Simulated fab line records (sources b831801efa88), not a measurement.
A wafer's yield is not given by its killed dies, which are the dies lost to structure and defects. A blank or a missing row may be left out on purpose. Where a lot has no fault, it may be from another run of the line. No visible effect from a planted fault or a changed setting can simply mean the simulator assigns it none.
Matching of chambers	flow gf180mcu	4 sister chambers for GF_STI_CMP_25 on cmp-02
The step polishes, stops on Si3N4, t overpolish 33 s, target thk 524.6 nm. 14 wafers are shown with their chamber, then 7 later ones without.

## WAFERS WITH THEIR CHAMBER
wafer	chamber	motor-current-A (A)	time-to-endpoint-s (s)	slurry-filter-dp-kPa (kPa)
L972.3	1	11.5	126	13.72
L972.4	0	10.6	137	13.25
L972.6	1	11.7	130	13.33
L976.3	3	9.7	121	13.47
L976.4	2	13.8	120	13.39
L976.6	0	10.5	126	13.42
L984.1	2	13.0	118	13.68
L984.4	1	11.9	121	13.40
L984.5	3	9.6	125	13.47
L986.2	1	11.1	118	13.45
L986.4	2	13.3	122	13.45
L986.5	3	9.7	118	13.51
L989.1	3	9.7	127	13.60
L989.4	1	11.9	125	13.62

SIGNATURES (means of the wafers above)
reading	chamber 0	chamber 1	chamber 2	chamber 3	scatter within a chamber
motor-current-A	10.550	11.620	13.367	9.675	0.281
time-to-endpoint-s	131.50	124.00	120.00	122.75	4.51
slurry-filter-dp-kPa	13.3350	13.5040	13.5067	13.5125	0.133
Rule: a wafer lies at a distance from a chamber equal to the root of the sum of squares, over the readings, of (its reading less the chamber's mean, divided by the reading's scatter). The wafer belongs to the nearest chamber; if the next one is less than 2 further off, it can't be placed. How the scatter is found: for the shown wafers, subtract from each reading the mean of its chamber, square and add these, divide the total by (wafers less chambers), then take the root.

## WAFERS MISSING THEIR CHAMBER
wafer	motor-current-A (A)	time-to-endpoint-s (s)	slurry-filter-dp-kPa (kPa)
L989.5	9.5	124	13.62
L990.1	9.7	121	13.48
L990.2	14.0	119	13.18
L990.6	10.5	129	13.31
L991.1	12.2	119	13.41
L991.5	13.2	124	13.23
L991.6	11.9	122	13.28

## CHAMBER TAKEN BY EACH
wafer	from the rows above	in truth
L989.5	3	3
L990.1	3	3
L990.2	2	2
L990.6	0	0
L991.1	can't be placed: 1 or 2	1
L991.5	2	2
L991.6	1	1
Correct placement for 6 of the 7. Not placeable from these rows: 1 (in 1, the candidates include the true chamber). Placed wrongly: 0.
